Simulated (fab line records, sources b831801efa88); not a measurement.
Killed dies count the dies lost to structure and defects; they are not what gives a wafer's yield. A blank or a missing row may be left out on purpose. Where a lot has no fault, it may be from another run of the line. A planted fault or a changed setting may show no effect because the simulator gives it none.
Which tool was responsible?	flow sky130	Sampling: 12 lots, 36 wafers, 2 of 708 route steps

## WHAT EACH GAUGE READ, for each wafer
SKY_VIA3_RS_MEAS_22: measures by four-point-probe. Usual: VIA3_W_RS typically reads 0.2923 ohm/sq, with standard deviation 0.0029.
lot	measured	on	VIA3_W_RS (ohm/sq)	flag
L991	day 39 19:29	film metro-03	0.2900 0.2946 0.2914	
L992	day 39 21:31	film metro-03	0.2903 0.2927 0.2892	
L993	day 40 07:53	film metro-03	0.2858 0.2906 0.2907	
L995	day 41 10:54	film metro-04	0.2973 0.2944 0.2927	
L102	day 43 06:05	film metro-03	0.2901 0.2899 0.2874	
L103	day 43 20:09	film metro-01	0.2906 0.2901 0.2911	
L104	day 44 11:55	film metro-04	0.2925 0.2906 0.2909	
L106	day 44 17:20	film metro-04	0.2912 0.2893 0.2884	
L107	day 44 18:35	film metro-03	0.2938 0.2961 0.2941	
L108	day 44 18:59	film metro-03	0.2893 0.2952 0.2925	
L111	day 45 04:34	film metro-03	0.2930 0.2936 0.2938	
L113	day 46 02:14	film metro-04	0.2917 0.3017 0.2894	

## TOOL THAT RAN EACH LOT (tool first, then ch and the chambers of the sampled wafers, then the start)
lot	SKY_VIA3_SPUTTER_20
L991	pvd sputter-03, day 39 19:17
L992	pvd sputter-01, day 39 21:20
L993	pvd sputter-03, day 40 07:41
L995	pvd sputter-03, day 41 10:43
L102	pvd sputter-01, day 43 05:53
L103	pvd sputter-01, day 43 19:57
L104	pvd sputter-01, day 44 11:42
L106	pvd sputter-02, day 44 17:09
L107	pvd sputter-03, day 44 18:23
L108	pvd sputter-02, day 44 18:48
L111	pvd sputter-03, day 45 04:22
L113	pvd sputter-03, day 46 02:01
- SKY_VIA3_SPUTTER_20: material TiN, target thk 20 nm, time 80 s.

## AS READ BY THE TOOLS THEMSELVES (means over the sampled wafers that have a number; for cases with no such wafer, the mark the record gives instead)
SKY_VIA3_SPUTTER_20. Usual: throttle valve pct at 30.3 %, with a standard deviation of 0.86.
lot	tool	throttle valve pct (%)	flag
L991	pvd sputter-03	30.4	
L992	pvd sputter-01	30.0	
L993	pvd sputter-03	30.7	
L995	pvd sputter-03	30.8	
L102	pvd sputter-01	30.1	
L103	pvd sputter-01	29.6	
L104	pvd sputter-01	30.3	
L106	pvd sputter-02	30.1	
L107	pvd sputter-03	30.5	
L108	pvd sputter-02	29.9	
L111	pvd sputter-03	31.0	
L113	pvd sputter-03	30.7	

## THE ANSWER, worked out from the rows above alone
Rule: a lot counts as off when the mean over its wafers that have a number is more than 3 standard deviations away from the usual mean. Also off: a lot with no number at a reading for which 4 or more lots have one. Where the step has rows for the other lots, those lots are counted as sound. Order of review: gauges by route order, followed by the tools' own readings, for which a lot's mean as printed above is used. At the first step where some lot is off, the reading lying furthest off is the one used; lots without a number count as furthest.
Across all readings shown, no lot is off: no conclusion can be drawn from this.

## WHAT HAD BEEN PUT IN BY THE SIMULATOR
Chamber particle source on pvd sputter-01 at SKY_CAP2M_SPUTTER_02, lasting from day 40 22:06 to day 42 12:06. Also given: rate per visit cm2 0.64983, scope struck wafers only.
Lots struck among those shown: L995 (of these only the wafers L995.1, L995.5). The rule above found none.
